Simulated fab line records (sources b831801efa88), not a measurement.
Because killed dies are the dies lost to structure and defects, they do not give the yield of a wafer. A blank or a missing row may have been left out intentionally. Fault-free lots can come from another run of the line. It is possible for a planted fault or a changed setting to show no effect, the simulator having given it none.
A lot that was struck, set against a sound lot	flow sky130	44 out of 708 route steps
Sound: these wafers, L690.1, L690.3, L690.6. Wafers struck: L702.1, L702.2, L702.4. The cause is named last.
At each step with rows: each side's tool, then ch and its chambers, then its first start. Under that, the readings that differ: sound wafers	struck wafers	difference of the means	sigmas: that difference in standard deviations of wafers without a fault.
alike: same words and numbers on both sides, and readings whose means sit less than 2 such deviations apart. not compared: any withheld reading, any reading some wafer has no value for, any bound like >300 that may hide the same value, and any number with overlapping values for which the record gives no deviation.
Wherever a step has rows on one side only, a row that says differs or no value, or a row with sigmas, the two part there. Numbers that have no deviation but don't overlap get no sigmas and don't part them. Lack of a reading on every wafer of one side parts them only where that side has two or more wafers.

SKY_FIELD_ISO_STRIP_16: strips in O2/N2.
  sound on plasma-asher-04 ch 0,1, day 3 18:38; struck on plasma-asher-04 ch 0,1, day 6 03:39
  alike: drypump-motor-current-A, oes-product-au, strip-time-to-endpoint-s
  not compared: rf-hours-counter-h
SKY_FIELD_ISO_ETCH_17: etches Si in HBr/Cl2/O2, target depth 342 nm, time 97.7 s.
  sound on rie-si-01 ch 0,1, day 3 18:44; struck on rie-si-01 ch 0,1,3, day 6 03:45
  alike: HBr_flow_sccm, O2_flow_sccm, drypump-motor-current-A, he-backside-leak-sccm, oes-product-au, throttle-valve-pct
  not compared: rf-hours-counter-h
then, 5 steps without rows for these wafers: SKY_FIELD_ISO_WET_ETCH_18 (etches Si3N4 in H3PO4, target depth 25 nm, time 286 s); SKY_FIELD_ISO_CLEAN_19 (cleans in SC1/SC2, time 150 s); SKY_FIELD_ISO_CLEAN_20 (cleans in dHF, time 20 s); SKY_FIELD_ISO_WET_ETCH_21 (etches SiO2 in dHF, target depth 20 nm, time 400 s); SKY_FIELD_ISO_OXIDATION_22 (stabilise 600 s, purge 300 s, target thk 10 nm).
SKY_FIELD_ISO_THK_MEAS_23:
  struck on film-metro-03, day 6 07:38; sound on film-metro-02, day 4 03:01
  alike: FIELD_ISO_OXIDATION_01_THK
then, 1 step without rows for these wafers: SKY_FIELD_ISO_CVD_24 (deposits SiO2, target thk 595 nm, time 99.2 s).
SKY_FIELD_ISO_THK_MEAS_25:
  struck on film-metro-01, day 6 07:46; sound on film-metro-02, day 4 03:13
  alike: FIELD_ISO_CVD_24_THK
then, 1 step without rows for these wafers: SKY_FIELD_ISO_ANNEAL_26 (time 1800 s).
SKY_FIELD_ISO_CMP_27: polishes, stops on Si3N4, t overpolish 16 s, target thk 457.8 nm.
  sound on cmp-02 ch 0,1, day 4 10:35; struck on cmp-02 ch 0,1,2, day 6 13:08
  alike: motor-current-A, overpolish-run-s, time-to-endpoint-s
SKY_FIELD_ISO_WET_ETCH_28: etches SiO2 in dHF, target depth 23.7 nm, time 47 s.
  sound on wet-bench-02 ch 3, day 4 10:53; struck on wet-bench-01 ch 0, day 6 13:26
  no value came back on the struck wafers for bath-heat-duty-pct (%), run-length-s (s); on the sound wafers bath-heat-duty-pct (%) reads 5.0 5.1 5.4
reading	sound	struck	difference	sigmas
model.SiO2_of_FIELD_ISO_CVD_24.thk-nm (nm)	435.6 433.7 435.8	459.6 456.8 456.9	+22.7	
then, 4 steps without rows for these wafers: SKY_FIELD_ISO_WET_ETCH_29 (etches Si3N4 in H3PO4, target depth 160 nm, time 1825 s); SKY_FIELD_ISO_WET_ETCH_30 (etches SiO2 in dHF, target depth 25 nm, time 50 s); SKY_NWELL_CLEAN_00 (cleans in SC1/SC2, time 150 s); SKY_NWELL_OXIDATION_01 (stabilise 600 s, purge 300 s, target thk 10 nm).
SKY_NWELL_THK_MEAS_02:
  struck on film-metro-04, day 6 18:02; sound on film-metro-02, day 4 18:13
reading	sound	struck	difference	sigmas
NWELL_OXIDATION_THK (nm)	10.54 10.68 10.47	10.06 10.17 10.02	-0.48	-2
then, 8 steps without rows for these wafers: SKY_DNWELL_DEHYDRATE_00 (time 60 s); SKY_DNWELL_HMDS_01 (prime time 60 s); SKY_DNWELL_COAT_02 (resist thk 3000 nm); SKY_DNWELL_SOFTBAKE_03; SKY_DNWELL_EXPOSE_04 (exposes mask DNM, target cd 3000 nm); SKY_DNWELL_PEB_05; SKY_DNWELL_DEVELOP_06 (develop time 60 s); SKY_DNWELL_IMPLANT_07.
SKY_DNWELL_STRIP_08: strips in O2/N2.
  sound on plasma-asher-02 ch 0,1, day 5 10:19; struck on plasma-asher-03 ch 0,1, day 7 13:11
  alike: drypump-motor-current-A, oes-product-au, strip-time-to-endpoint-s
  not compared: rf-hours-counter-h
SKY_DNWELL_TW_MEAS_09:
  struck on film-metro-04, day 7 13:17; sound on film-metro-01, day 5 10:25
  alike: DNWELL_TW
then, 7 steps without rows for these wafers: SKY_PWDE_DEHYDRATE_00 (time 60 s); SKY_PWDE_HMDS_01 (prime time 60 s); SKY_PWDE_COAT_02 (resist thk 3000 nm); SKY_PWDE_SOFTBAKE_03; SKY_PWDE_EXPOSE_04 (exposes mask PWDEM, target cd 840 nm); SKY_PWDE_PEB_05; SKY_PWDE_DEVELOP_06 (develop time 60 s).
SKY_PWDE_OVL_MEAS_07:
  struck on overlay-01, day 8 09:19; sound on overlay-02, day 6 04:35
  alike: PWDE_OVL
after that, 1 step had no rows for these wafers: SKY_PWDE_IMPLANT_08.
SKY_PWDE_STRIP_09: strips in O2/N2.
  sound on plasma-asher-04 ch 0,1, day 6 04:46; struck on plasma-asher-02 ch 0,1, day 8 09:29
  alike: drypump-motor-current-A, oes-product-au, strip-time-to-endpoint-s
  not compared: rf-hours-counter-h
SKY_PWDE_TW_MEAS_10:
  struck on film-metro-01, day 8 09:35; sound on film-metro-01, day 6 04:52
  alike: PWDE_TW
then, 3 steps without rows for these wafers: SKY_NWELL_DEHYDRATE_03 (time 60 s); SKY_NWELL_HMDS_04 (prime time 60 s); SKY_NWELL_COAT_05 (resist thk 3000 nm).
-- the record jumps here: 26 days lie between the struck wafers' starts before and after (it left off in module NWELL and takes up again in module SALICIDE, whose first step shown is number 361 of the route) --
SKY_SALICIDE_CLEAN_00: cleans in HF-last, time 30 s.
  sound on wet-bench-04 ch 1, day 31 05:25; struck on wet-bench-04 ch 1, day 34 05:44
reading	sound	struck	difference	sigmas
model.SiO2_of_FIELD_ISO_CVD_24.thk-nm (nm)	360.6 358.6 360.6	384.6 382 382.1	+23.0	
-- the record jumps here: 16 days lie between the struck wafers' starts before and after (it left off in module SALICIDE and takes up again in module PAD_OPEN, whose first step shown is number 708 of the route) --
SKY_PAD_OPEN_PROBE_99:
  struck on prober-02, day 50 07:20; sound on prober-02, day 48 02:50
reading	sound	struck	difference	sigmas
model.etest.res_p_drift_20v.line-ohm-um	1.258e+04 1.15e+04 1.198e+04	1.332e+04 1.4e+04 1.341e+04	+1.557e+03	
model.etest.res_p_drift_20v.rs-ohm-sq	1.038e+04 9673 9880	1.127e+04 1.208e+04 1.119e+04	+1.536e+03	
model.etest.pfet_16v.r-on-ohm-um	1.556e+04 1.495e+04 1.524e+04	1.628e+04 1.67e+04 1.611e+04	+1.113e+03	
model.etest.res-iso-pwell.rs-ohm-sq	3227 2928 3059	3510 3814 3523	+544	
model.etest.res-iso-pwell.line-ohm-um	1221 1096 1162	1330 1440 1309	+200	
model.etest.res-nwell.line-ohm-um	1106 1062 1088	1236 1244 1219	+148	
model.etest.res-nwell.rs-ohm-sq	912.5 880.1 893.9	1029 1064 1026	+144	
model.etest.pfet_16v.drive-ua-um	241.2 244.1 244.3	230.4 223.9 232.8	-14.2	
  alike: killed_at_M0_to_M3, killed_at_M4_up, killed-at-contacts, killed-at-front-end, killed-at-other, killed-dies, killed-open, killed-short

== WHERE THEY PART ==
First at SKY_FIELD_ISO_WET_ETCH_28; last, within this record, at SKY_NWELL_THK_MEAS_02. Later steps at which nothing parts them and some readings are alike: SKY_DNWELL_STRIP_08, SKY_DNWELL_TW_MEAS_09, SKY_PWDE_OVL_MEAS_07, SKY_PWDE_STRIP_09, SKY_PWDE_TW_MEAS_10, SKY_PAD_OPEN_PROBE_99.

WHY: the cause the simulator had injected
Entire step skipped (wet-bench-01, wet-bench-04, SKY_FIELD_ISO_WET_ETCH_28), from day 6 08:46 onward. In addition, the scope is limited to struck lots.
